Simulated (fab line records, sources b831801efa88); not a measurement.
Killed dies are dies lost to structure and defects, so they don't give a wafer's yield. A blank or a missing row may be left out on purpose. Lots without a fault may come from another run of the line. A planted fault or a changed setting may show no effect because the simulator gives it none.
Chamber matching | flow gf180mcu | GF_CONTACT_CMP_27 on cmp-01: 4 sister chambers
The step polishes, stops on SiO2, t overpolish 15 s, target thk 0 nm. 8 wafers are shown with their chamber, then 7 later ones without.

WAFERS WITH THEIR CHAMBER
wafer  | chamber | motor_current_A (A) | time_to_endpoint_s (s)
L413.3 | 0       | 11.6                | 71
L414.1 | 3       | 10.7                | 72
L414.4 | 2       | 10.6                | 72
L418.1 | 1       | 12.5                | 75
L418.4 | 0       | 11.6                | 70
L418.6 | 3       | 10.7                | 72
L421.1 | 2       | 10.3                | 75
L421.3 | 1       | 12.3                | 81

WAFERS WITHOUT THEIR CHAMBER
wafer  | motor_current_A (A) | time_to_endpoint_s (s)
L421.5 | 10.8                | 80
L423.1 | 10.4                | 78
L423.2 | 11.0                | 70
L423.5 | 11.2                | 75
L426.2 | 10.4                | 70
L426.3 | 11.9                | 74
L426.4 | 11.9                | 71

WHICH CHAMBER EACH WENT THROUGH
wafer  | from the rows above     | in truth
L421.5 | can't be placed: 3 or 2 | 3
L423.1 | can't be placed: 2 or 3 | 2
L423.2 | 3                       | 3
L423.5 | can't be placed: 0 or 3 | 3
L426.2 | can't be placed: 2 or 3 | 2
L426.3 | can't be placed: 0 or 1 | 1
L426.4 | 0                       | 0
Placed correctly: 2 of 7. Can't be placed from these rows: 5 (the true chamber is among the candidates in 5). Placed wrongly: 0.
How it was worked out, from the rows above alone: a wafer's distance from a chamber is the root of the sum, over the readings, of the square of ((its reading less the chamber's mean) divided by the reading's scatter). The wafer belongs to the nearest chamber; if the next one is less than 2 further off, it can't be placed. A chamber's mean is the mean of its shown wafers. The scatter: the root of (the sum of the squares of (reading less its chamber's mean) over the shown wafers, divided by (wafers less chambers)).
